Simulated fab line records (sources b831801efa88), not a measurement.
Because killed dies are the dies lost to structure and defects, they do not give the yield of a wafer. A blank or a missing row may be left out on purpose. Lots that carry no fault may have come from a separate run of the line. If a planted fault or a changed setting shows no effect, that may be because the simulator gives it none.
A struck lot beside a sound one | flow sfq line | 13 steps out of a route of 325
Sound: these wafers, L746.1, L746.2, L746.4. Struck: wafer L753.3 (L753.2, L753.6, from the same lot, were not struck and are left out); the cause is given at the end.
Each step with rows lists, per side, the tool, then ch with its chambers, then its first start. Under that, the readings that differ: sound wafers | struck wafers | difference of the means | sigmas: that difference in standard deviations of wafers without a fault.
alike: readings with means less than 2 such deviations apart, plus words and numbers identical on both sides. not compared: withheld readings, readings lacking a value on some wafer, bounds such as >300 that could conceal the same value, and numbers that have no deviation in the record and whose values overlap.
Wherever a step has rows on one side only, a row that says differs or no value, or a row with sigmas, the two part there. Numbers that have no deviation but don't overlap get no sigmas and don't part them. A reading missing from all wafers of one side parts the sides only when that side holds two or more wafers.

first, 1 step without rows for these wafers: SFQ_TRILAYER_M7_DEP_PRE_CLEAN_176 (time 22.5 s).
SFQ_TRILAYER_M7_DEP_SPUTTER_175: material Nb, target thk 200 nm, time 133.3 s.
  sound on pvd sputter-05, day 81 16:02; struck on pvd sputter-04, day 83 15:52
  reading                  | sound                   | struck  | difference | sigmas
  chamber pressure pa (Pa) | 0.13355 0.13358 0.13325 | 0.13275 | -0.00071   | -3
  throttle valve pct (%)   | 29.2 29.6 29.8          | 32.0    | +2.5       | +3
SFQ_M7_RS_MEAS_943: the measuring method here is four-point-probe.
  sound on film metro-03, day 81 16:07; struck on film metro-03, day 83 15:59
  alike: M7_NB_RS
then, 6 steps without rows for these wafers: SFQ_TRILAYER_M7_LITHO_COAT_182 (resist thk 62 nm); SFQ_TRILAYER_M7_LITHO_COAT_177 (resist thk 600 nm); SFQ_TRILAYER_M7_LITHO_SOFTBAKE_181; SFQ_TRILAYER_M7_LITHO_EXPOSE_178 (exposes mask M7, target cd 500 nm); SFQ_TRILAYER_M7_LITHO_PEB_180 (peb time 60 s); SFQ_TRILAYER_M7_LITHO_DEVELOP_179 (time 60 s).
SFQ_M7_OVL_MEAS_945:
  sound on overlay-02, day 81 18:59; struck on overlay-02, day 83 19:14
  alike: M7_OVL
SFQ_TRILAYER_M7_BARC_OPEN_METAL_ETCH_229: etches BARC in O2, target depth 125 nm, time 41.7 s.
  sound on rie metal-02 ch 0,1, day 81 19:02; struck on rie metal-02 ch 0, day 83 19:16
  alike: drypump motor current A, oes product au
  not compared: rf hours counter h
SFQ_TRILAYER_M7_ETCH_METAL_ETCH_180: etches Nb in Cl2/Ar, stops on SiO2, target depth 240 nm, time 120 s.
  sound on rie metal-02 ch 0,1, day 81 19:05; struck on rie metal-02 ch 0, day 83 19:19
  reading                                             | sound             | struck | difference | sigmas
  oes product au (a.u.)                               | 0.890 0.886 0.884 | 0.907  | +0.020     | +3
  model.KrF_of_TRILAYER_M7_LITHO_COAT_177.thk nm (nm) | 384.7 385.7 385.2 | 328.2  | -57.0      |
  model.M7.feature depth nm (nm)                      | 199.4 199 197.9   | 211.8  | +13.0      |
  model.SiO2_of_TRILAYER_I6_DEP_PECVD_165.thk nm (nm) | 193 191.9 190.5   | 182.4  | -9.4       |
  alike: drypump motor current A
  not compared: rf hours counter h
SFQ_TRILAYER_M7_STRIP_STRIP_181: strips in O2.
  sound on rie metal-02 ch 0,1, day 81 19:13; struck on rie metal-02 ch 0, day 83 19:26
  alike: drypump motor current A, oes product au
  not compared: rf hours counter h

== WHERE THEY PART ==
First at SFQ_TRILAYER_M7_DEP_SPUTTER_175; last, within this record, at SFQ_TRILAYER_M7_ETCH_METAL_ETCH_180. Later steps at which nothing parts them and some readings are alike: SFQ_TRILAYER_M7_STRIP_STRIP_181.

WHY: whatever the simulator had introduced
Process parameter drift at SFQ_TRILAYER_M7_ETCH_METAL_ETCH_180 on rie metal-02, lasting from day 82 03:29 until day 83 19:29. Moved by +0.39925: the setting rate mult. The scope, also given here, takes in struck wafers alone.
